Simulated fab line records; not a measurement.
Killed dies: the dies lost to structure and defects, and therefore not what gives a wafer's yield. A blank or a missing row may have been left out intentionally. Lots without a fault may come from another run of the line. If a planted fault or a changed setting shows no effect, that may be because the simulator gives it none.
Matching of chambers || flow gf180mcu || 4 sister chambers for GF_SAB_ETCH_11 on rieDiel-01
The step etches SiO2 in C4F8/O2/Ar, target depth 55 nm, time 8.5 s. 4 wafers are shown with their chamber, then 7 later ones without.

WAFERS WITH THEIR CHAMBER
{"wafer": "L645.2", "chamber": 2, "oesProductAu (a.u.)": 0.995}
{"wafer": "L649.2", "chamber": 0, "oesProductAu (a.u.)": 0.990}
{"wafer": "L662.1", "chamber": 3, "oesProductAu (a.u.)": 1.007}
{"wafer": "L662.4", "chamber": 1, "oesProductAu (a.u.)": 0.995}

WAFERS WITHOUT THEIR CHAMBER
{"wafer": "L662.6", "oesProductAu (a.u.)": 0.996}
{"wafer": "L663.1", "oesProductAu (a.u.)": 1.001}
{"wafer": "L663.3", "oesProductAu (a.u.)": 1.012}
{"wafer": "L663.6", "oesProductAu (a.u.)": 1.002}
{"wafer": "L664.2", "oesProductAu (a.u.)": 1.001}
{"wafer": "L664.3", "oesProductAu (a.u.)": 1.006}
{"wafer": "L664.4", "oesProductAu (a.u.)": 1.001}

EACH ONE'S CHAMBER
{"wafer": "L662.6", "from the rows above": "can't be placed: 1 or 2 or 0", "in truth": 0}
{"wafer": "L663.1", "from the rows above": "can't be placed: 1 or 2 or 3 or 0", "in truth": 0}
{"wafer": "L663.3", "from the rows above": 3, "in truth": 3}
{"wafer": "L663.6", "from the rows above": "can't be placed: 3 or 1 or 2 or 0", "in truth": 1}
{"wafer": "L664.2", "from the rows above": "can't be placed: 1 or 2 or 3 or 0", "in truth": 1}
{"wafer": "L664.3", "from the rows above": 3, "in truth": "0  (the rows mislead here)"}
{"wafer": "L664.4", "from the rows above": "can't be placed: 1 or 2 or 3 or 0", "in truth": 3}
1 of 7 placed correctly. These rows do not allow placing 5 (true chamber among the candidates in 5). Number placed wrongly: 1.
How it was worked out, from the rows above alone: a wafer's distance from a chamber is the root of the sum, over the readings, of the square of ((its reading less the chamber's mean) divided by the reading's scatter). The wafer belongs to the nearest chamber; if the next one is less than 2 further off, it can't be placed. The mean given for a chamber averages the wafers shown for that chamber. The scatter (one wafer shown for each chamber): square how far every hidden wafer sits from the nearest shown wafer, average those squares and take the square root.
